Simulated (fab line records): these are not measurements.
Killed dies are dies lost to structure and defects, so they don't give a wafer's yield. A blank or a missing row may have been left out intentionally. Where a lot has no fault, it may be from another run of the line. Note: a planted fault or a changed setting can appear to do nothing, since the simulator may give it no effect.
Comparing a struck lot with a sound one / flow sky130 / 15 out of 708 route steps
Sound: wafers L748.1, L748.5, L748.6. Struck: wafers L750.2, L750.3, L750.5. The cause is named last.
At each step with rows: each side's tool, then ch and its chambers, then its first start. Under that, the readings that differ: sound wafers / struck wafers / difference of the means / sigmas: that difference in standard deviations of wafers without a fault.
alike: a reading whose means differ by less than 2 such deviations, as well as words and numbers matching on both sides. not compared: withheld readings; readings where some wafer has no value; bounds like >300 that might hide an equal value; numbers whose values overlap and for which the record gives no deviation.
Wherever a step has rows on one side only, a row that says differs or no value, or a row with sigmas, the two part there. Numbers that don't overlap but have no deviation are shown without sigmas and don't part them. A reading that every wafer of one side lacks parts them only if that side has two wafers or more.

first, 6 steps without rows for these wafers: SKY_VIA4_HMDS_05 (prime time 60 s); SKY_VIA4_COAT_06 (resist thk 1140 nm); SKY_VIA4_SOFTBAKE_07 (time 60 s); SKY_VIA4_EXPOSE_08 (exposes mask VIM4, target cd 800 nm); SKY_VIA4_PEB_09; SKY_VIA4_DEVELOP_10 (develop time 60 s).
SKY_VIA4_OVL_MEAS_11:
  sound on overlay-01 at day 47 00:23; struck on overlay-01 at day 47 14:00
  alike: VIA4_OVL
SKY_VIA4_ETCH_12: etches SiO2 in C4F8/O2/Ar, stops on TiN, target depth 580 nm.
  sound on rie-diel-03 ch 1,2, day 47 00:25; struck on rie-diel-03 ch 2,3, day 47 14:02
  alike: bias-w, chamber-pressure-mTorr, oes-product-au
SKY_VIA4_STRIP_13: strips in O2/N2.
  sound on plasma-asher-02 ch 0,1, day 47 00:29; struck on plasma-asher-03 ch 0,1, day 47 14:06
  alike: chamber-pressure-mTorr, drypump-motor-current-A, oes-product-au, strip-time-to-endpoint-s
  not compared: rf-hours-counter-h
then, 3 steps without rows for these wafers: SKY_VIA4_STRIP_14 (strips in post etch residue remover, time 1200 s); SKY_VIA4_CLEAN_15 (cleans in IPA, time 180 s); SKY_VIA4_CLEAN_16 (cleans in O3/DIW).
SKY_VIA4_SPUTTER_17: material TiN, target thk 20 nm, time 80 s.
  sound on pvd-sputter-04 at day 47 01:08; struck on pvd-sputter-04 at day 47 14:41
reading=cathode-dc-power-W (W); sound=4000.1 3999.9 4000.3; struck=3151.2 3151.8 3152.5; difference=-848.3; sigmas=-99 or more
reading=model.TiN_of_VIA4_SPUTTER_17.thk-nm (nm); sound=20.02 19.82 19.7; struck=15.47 15.85 15.81; difference=-4.14; sigmas=
  alike: throttle-valve-pct
SKY_VIA4_CVD_18: deposits W, target thk 505 nm, time 152.14 s.
  sound on cvd-w-01 ch 0,1, day 47 01:11; struck on cvd-w-01 ch 1, day 47 14:45
  alike: heater-power-w, susceptor-temp-C
-- the record jumps here: 2 days lie between the struck wafers' starts before and after (it left off in module VIA4 and takes up again in module PAD_OPEN, whose first step shown is number 708 of the route) --
SKY_PAD_OPEN_PROBE_99:
  sound on prober-01 at day 49 13:18; struck on prober-01 at day 49 23:52
  alike: defect-limited-yield, killed_at_M0_to_M3, killed_at_M4_up, killed-at-contacts, killed-at-front-end, killed-at-other, killed-dies, killed-on-rim, killed-open, killed-short, sort_bin_3_pad_short, sort_bin_5_function, sort_bin_6_memory, sort_bin_8_speed, sort-n-pass, sort-yield-pct

## WHERE THEY PART
At SKY_VIA4_SPUTTER_17 and nowhere else, as far as this record goes. Later steps at which nothing parts them and some readings are alike: SKY_VIA4_CVD_18, SKY_PAD_OPEN_PROBE_99.

WHY: the cause the simulator had injected
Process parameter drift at SKY_VIA4_SPUTTER_17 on pvd-sputter-04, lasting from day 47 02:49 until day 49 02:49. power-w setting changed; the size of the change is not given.
